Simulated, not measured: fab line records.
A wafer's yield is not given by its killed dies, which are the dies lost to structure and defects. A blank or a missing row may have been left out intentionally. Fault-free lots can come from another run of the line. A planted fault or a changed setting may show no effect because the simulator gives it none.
One fault through the eyes of 2 desks / flow gf180mcu / each desk has only its own numbers; what lay behind them comes last

## DESK OF THE TOOL OWNER: wet-bench-01
The tool's own readings at GF_SALICIDE_CLEAN_00 (cleans in SC1/SC2, time 150 s): means of the sampled wafers that have a number, for each lot that ran on this tool. A lot is out of limits, marked OUT, if its mean lies more than 4 standard deviations from the usual mean; the brackets give that distance.
Columns: A = temp-c at GF_SALICIDE_CLEAN_00, usual 70.00 C
lot=L580; first seen here=day 15 16:17; A=69.95
lot=L582; first seen here=day 16 12:22; A=69.91
lot=L588; first seen here=day 18 17:44; A=70.05
lot=L594; first seen here=day 20 17:49; A=69.92
lot=L595; first seen here=day 21 01:41; A=70.06
Finding of this desk: none of the 5 lots has anything out of limits.

## METROLOGY DESK
What the gauges read, lot by lot, whatever tool the lot ran on: means of the sampled wafers that have a number. A lot is out of limits, marked OUT, if its mean lies more than 4 standard deviations from the usual mean; the brackets give that distance.
Columns: A = TOP_METAL_ALCU_THK at GF_TOP_METAL_THK_MEAS_06, usual 881 nm; B = PASSIVATION_CVD_00_THK at GF_PASSIVATION_THK_MEAS_01, usual 992 nm
lot=L579; first seen here=day 27 12:20; A=877; B=988
lot=L580; first seen here=day 27 17:14; A=898; B=972
lot=L582; first seen here=day 28 15:47; A=873; B=972
lot=L583; first seen here=day 28 16:52; A=880; B=994
lot=L584; first seen here=day 29 10:08; A=880; B=984
lot=L585; first seen here=day 29 13:25; A=884; B=997
lot=L586; first seen here=day 29 17:44; A=869; B=976
lot=L587; first seen here=day 29 20:14; A=880; B=975
lot=L588; first seen here=day 30 10:11; A=864; B=978
lot=L589; first seen here=day 30 13:59; A=857; B=1003
lot=L594; first seen here=day 31 20:50; A=877; B=982
lot=L595; first seen here=day 32 03:44; A=890; B=1008
lot=L601; first seen here=day 33 15:01; A=868; B=995
lot=L602; first seen here=day 33 18:35; A=884; B=1020
Finding of this desk: none of the 14 lots has anything out of limits.

## TAKEN TOGETHER
The tool owner's desk saw nothing out of limits.
At the metrology desk, nothing out of limits was observed.

## WHAT HAD BEEN PUT IN BY THE SIMULATOR
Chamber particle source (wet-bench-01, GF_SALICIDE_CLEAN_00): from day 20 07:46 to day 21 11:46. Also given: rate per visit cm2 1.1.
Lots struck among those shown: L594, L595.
